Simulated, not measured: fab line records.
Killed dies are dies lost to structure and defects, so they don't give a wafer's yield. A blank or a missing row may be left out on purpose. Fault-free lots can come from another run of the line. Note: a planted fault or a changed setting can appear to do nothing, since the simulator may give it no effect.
fab line records    flow sky130    part 2 of 2: steps 27 to 36 of 36
record lots=5  wafers=15  last-day=50
route steps=708 shown VIA1@459 METAL2@483
lots with no fault: from the same line, run without faults
start-h: the number of hours between the record's first day and the start of the first shown wafer of the lot    wait-h: how many hours have passed since the lot's step before this one    " the same as in the row above    L1.1+2: several wafers, shown together as one row    - no value, or no start was given    * or withheld: withheld    < > ~ a bound
route shown NAME@n: names a module that has steps shown in the file, with the first one's number in the route    usual: average and standard deviation across the fault-free wafers    same: alike in all rows    chamber/n: place in a boat    sites: per-site readings    _std_site: the standard deviation of these    _edge_site: the outer-site mean with the inner-site mean subtracted    radius-mm: how far each site lies from the wafer's centre    mask NAME#n: copy n    behind: the last tool/chamber to shape the wafer    hold: the reason the lot was held/the length of the hold in hours/how it ended    device: which transistor (n, p or np) failed to switch    end of line: the same wafers' tests at the end of the route    a step with no rows: only its recipe    killed: the dies lost at the first sort to structure and to defects; this is not the yield of the wafer    map: a wafer's dies, x killed, . not, _ none there
set.NAME: the setting the step ran with; set.NAME@STEP: the setting that earlier step ran with    model.NAME: the simulator's own value behind a step, which no gauge read
certain route steps with their lots: each step a table, each wafer a row
services: a tool's chamber out of use, with start hour (start-h, from the record's first day; less than 0 if before it), hours out, and reason
## steps
# step SKY_METAL2_SPUTTER_02
# recipe material=AlCu  target-thk-nm=250  power-w=10600  time-s=13.3  chamber-pressure-pa=0.4
# usual throttle-valve-pct=29.4/1.1
lot.wafer  tool            chamber  start-h  wait-h  throttle-valve-pct
L081.3     pvd-sputter-03  -        834.55   0.0     29.2
L081.4     "               -        "        "       29.3
L081.5     "               -        "        "       29.8
L085.1     pvd-sputter-02  -        881.05   0.0     29.0
L085.5     "               -        "        "       30.9
L085.6     "               -        "        "       28.9
L091.2     pvd-sputter-03  -        936.62   0.0     30.9
L091.4     "               -        "        "       30.0
L091.6     "               -        "        "       31.2
L093.2     pvd-sputter-02  -        943.39   0.0     30.4
L093.4     "               -        "        "       29.4
L093.5     "               -        "        "       29.1
L095.3     pvd-sputter-01  -        949.41   0.0     30.0
L095.4     "               -        "        "       28.3
L095.6     "               -        "        "       29.7
# step SKY_METAL2_SPUTTER_03
# recipe material=Ti  target-thk-nm=5  power-w=3000  time-s=3.3  chamber-pressure-pa=0.4
# usual throttle-valve-pct=29.4/1.1
lot.wafer  tool            chamber  start-h  wait-h  throttle-valve-pct
L081.3     pvd-sputter-03  -        834.58   0.0     29.5
L081.4     "               -        "        "       29.3
L081.5     "               -        "        "       29.7
L085.1     pvd-sputter-02  -        881.07   0.0     28.7
L085.5     "               -        "        "       30.9
L085.6     "               -        "        "       29.0
L091.2     pvd-sputter-03  -        936.65   0.0     31.1
L091.4     "               -        "        "       29.8
L091.6     "               -        "        "       30.9
L093.2     pvd-sputter-02  -        943.42   0.0     30.6
L093.4     "               -        "        "       29.0
L093.5     "               -        "        "       29.3
L095.3     pvd-sputter-01  -        949.44   0.0     30.3
L095.4     "               -        "        "       28.3
L095.6     "               -        "        "       29.5
# step SKY_METAL2_SPUTTER_04
# recipe material=TiN  target-thk-nm=70  power-w=6500  time-s=58.3  chamber-pressure-pa=0.4
# usual throttle-valve-pct=29.4/1.1
lot.wafer  tool            chamber  start-h  wait-h  throttle-valve-pct
L081.3     pvd-sputter-03  -        834.59   0.0     29.1
L081.4     "               -        "        "       29.3
L081.5     "               -        "        "       30.0
L085.1     pvd-sputter-02  -        881.09   0.0     29.2
L085.5     "               -        "        "       31.1
L085.6     "               -        "        "       29.1
L091.2     pvd-sputter-03  -        936.67   0.0     31.1
L091.4     "               -        "        "       29.8
L091.6     "               -        "        "       31.4
L093.2     pvd-sputter-02  -        943.44   0.0     30.4
L093.4     "               -        "        "       29.4
L093.5     "               -        "        "       29.1
L095.3     pvd-sputter-01  -        949.45   0.0     30.2
L095.4     "               -        "        "       28.1
L095.6     "               -        "        "       29.4
# step SKY_METAL2_RS_MEAS_05
# recipe thk-meas-gauge=four-point-probe  reads=TiN_of_METAL2_SPUTTER_04+Ti_of_METAL2_SPUTTER_03+AlCu_of_METAL2_SPUTTER_02+TiN_of_METAL2_SPUTTER_01+Ti_of_METAL2_SPUTTER_00
# usual METAL2_ALCU_RS=0.1271/0.0016
lot.wafer  tool           chamber  start-h  wait-h  METAL2_ALCU_RS[ohm/sq]
L081.3     film-metro-02  -        834.68   0.1     0.1279
L081.4     "              -        "        "       0.1290
L081.5     "              -        "        "       0.1277
L085.1     film-metro-02  -        881.14   0.0     0.1245
L085.5     "              -        "        "       0.1252
L085.6     "              -        "        "       0.1245
L091.2     film-metro-03  -        936.74   0.0     0.1253
L091.4     "              -        "        "       0.1250
L091.6     "              -        "        "       0.1246
L093.2     film-metro-03  -        943.51   0.0     0.1266
L093.4     "              -        "        "       0.1274
L093.5     "              -        "        "       0.1247
L095.3     film-metro-03  -        949.54   0.1     0.1271
L095.4     "              -        "        "       0.1282
L095.6     "              -        "        "       0.1297
# step SKY_METAL2_THK_MEAS_06
# recipe thk-meas-gauge=xrf  reads=AlCu_of_METAL2_SPUTTER_02
# usual METAL2_ALCU_THK=245/3.5
lot.wafer  tool           chamber  start-h  wait-h  METAL2_ALCU_THK[nm]
L081.3     film-metro-02  -        834.78   0.1     243
L081.4     "              -        "        "       242
L081.5     "              -        "        "       243
L085.1     film-metro-02  -        881.26   0.1     253
L085.5     "              -        "        "       249
L085.6     "              -        "        "       251
L091.2     film-metro-03  -        936.85   0.1     247
L091.4     "              -        "        "       249
L091.6     "              -        "        "       248
L093.2     film-metro-03  -        943.62   0.1     245
L093.4     "              -        "        "       245
L093.5     "              -        "        "       249
L095.3     film-metro-03  -        949.64   0.1     243
L095.4     "              -        "        "       243
L095.6     "              -        "        "       239
# step SKY_METAL2_DEHYDRATE_07
# recipe temp-c=200  time-s=60
# usual chill-plate-temp-C=23.00/0.11
lot.wafer  tool            chamber  start-h  wait-h  chill-plate-temp-C
L081.3     litho-track-01  0        847.70   12.9    23.02
L081.4     "               0        "        "       23.24
L081.5     "               0        "        "       23.15
L085.1     litho-track-02  0        893.10   11.8    23.19
L085.5     "               0        "        "       23.08
L085.6     "               0        "        "       23.08
L091.2     litho-track-02  0        948.18   11.3    22.97
L091.4     "               0        "        "       23.08
L091.6     "               0        "        "       22.91
L093.2     litho-track-04  0        955.62   12.0    23.02
L093.4     "               0        "        "       22.97
L093.5     "               0        "        "       23.00
L095.3     litho-track-02  0        961.21   11.6    23.08
L095.4     "               0        "        "       23.12
L095.6     "               0        "        "       22.96
# step SKY_METAL2_HMDS_08
# recipe prime-time-s=60  prime-temp-c=120
# usual chill-plate-temp-C=23.00/0.092
lot.wafer  tool            chamber  start-h  wait-h  chill-plate-temp-C
L081.3     litho-track-01  0        847.85   0.1     22.93
L081.4     "               0        "        "       22.90
L081.5     "               0        "        "       23.00
L085.1     litho-track-02  0        893.25   0.1     22.99
L085.5     "               0        "        "       23.06
L085.6     "               0        "        "       22.85
L091.2     litho-track-02  0        948.33   0.1     22.98
L091.4     "               0        "        "       22.97
L091.6     "               0        "        "       22.98
L093.2     litho-track-04  0        955.77   0.1     23.09
L093.4     "               0        "        "       22.99
L093.5     "               0        "        "       22.97
L095.3     litho-track-02  0        961.36   0.1     23.05
L095.4     "               0        "        "       22.90
L095.6     "               0        "        "       22.91
# step SKY_METAL2_COAT_09
# recipe resist=BARC  temp-c=withheld  time-s=withheld  spin-rpm=3000  resist-thk-nm=60
# usual chill-plate-temp-C=*
lot.wafer  tool            chamber  start-h  wait-h  chill-plate-temp-C
L081.3     litho-track-01  0        848.00   0.1     *
L081.4     "               0        "        "       *
L081.5     "               0        "        "       *
L085.1     litho-track-02  0        893.40   0.1     *
L085.5     "               0        "        "       *
L085.6     "               0        "        "       *
L091.2     litho-track-02  0        948.48   0.1     *
L091.4     "               0        "        "       *
L091.6     "               0        "        "       *
L093.2     litho-track-04  0        955.92   0.1     *
L093.4     "               0        "        "       *
L093.5     "               0        "        "       *
L095.3     litho-track-02  0        961.51   0.1     *
L095.4     "               0        "        "       *
L095.6     "               0        "        "       *
# step SKY_METAL2_COAT_10
# recipe resist=KrF-thick  spin-rpm=3000  resist-thk-nm=450
# usual chill-plate-temp-C=23.03/0.12
lot.wafer  tool            chamber  start-h  wait-h  chill-plate-temp-C
L081.3     litho-track-01  0        -        -       22.89
L081.4     "               0        "        "       22.90
L081.5     "               0        "        "       23.17
L085.1     litho-track-02  0        -        -       23.18
L085.5     "               0        "        "       23.14
L085.6     "               0        "        "       23.33
L091.2     litho-track-02  0        -        -       23.02
L091.4     "               0        "        "       23.18
L091.6     "               0        "        "       23.05
L093.2     litho-track-04  0        -        -       22.98
L093.4     "               0        "        "       23.30
L093.5     "               0        "        "       23.04
L095.3     litho-track-02  0        -        -       23.01
L095.4     "               0        "        "       22.96
L095.6     "               0        "        "       22.92
# step SKY_METAL2_SOFTBAKE_11
# recipe temp-c=100  time-s=90  resist=KrF-thick
# usual chill-plate-temp-C=23.00/0.11
lot.wafer  tool            chamber  start-h  wait-h  chill-plate-temp-C
L081.3     litho-track-01  0        -        -       23.06
L081.4     "               0        "        "       22.98
L081.5     "               0        "        "       22.95
L085.1     litho-track-02  0        -        -       23.11
L085.5     "               0        "        "       23.08
L085.6     "               0        "        "       22.97
L091.2     litho-track-02  0        -        -       23.16
L091.4     "               0        "        "       23.04
L091.6     "               0        "        "       23.12
L093.2     litho-track-04  0        -        -       23.18
L093.4     "               0        "        "       23.14
L093.5     "               0        "        "       23.02
L095.3     litho-track-02  0        -        -       22.89
L095.4     "               0        "        "       22.93
L095.6     "               0        "        "       22.97
## services
tool            chamber  start-h  hours  kind
pvd-sputter-02  -        782.71   1.2    repair
krf-scanner-01  -        784.36   5.0    repair
rie-diel-03     1        790.67   6.4    repair
pvd-sputter-02  -        791.87   1.8    repair
pvd-sputter-02  -        802.97   4.8    repair
cmp-02          -        817.34   4.3    pm
cmp-01          -        824.61   0.8    repair
pvd-sputter-02  -        834.71   1.1    repair
rie-diel-04     0        870.81   1.3    repair
cmp-01          -        871.74   0.4    repair
rie-diel-03     1        882.30   14.7   repair
cmp-01          -        886.63   3.1    repair
pvd-sputter-02  -        887.64   3.4    repair
pvd-sputter-01  -        890.77   4.1    repair
krf-scanner-01  -        897.12   1.0    pm
cmp-02          -        897.36   14.7   repair
rie-diel-04     1        900.85   2.5    repair
krf-scanner-01  -        900.88   1.1    repair
pvd-sputter-02  -        904.31   11.8   repair
krf-scanner-01  -        910.67   1.3    pm
cmp-02          -        912.03   4.0    pm
cmp-01          -        916.25   5.6    pm
pvd-sputter-01  -        925.11   1.4    repair
cmp-01          -        933.27   1.8    repair
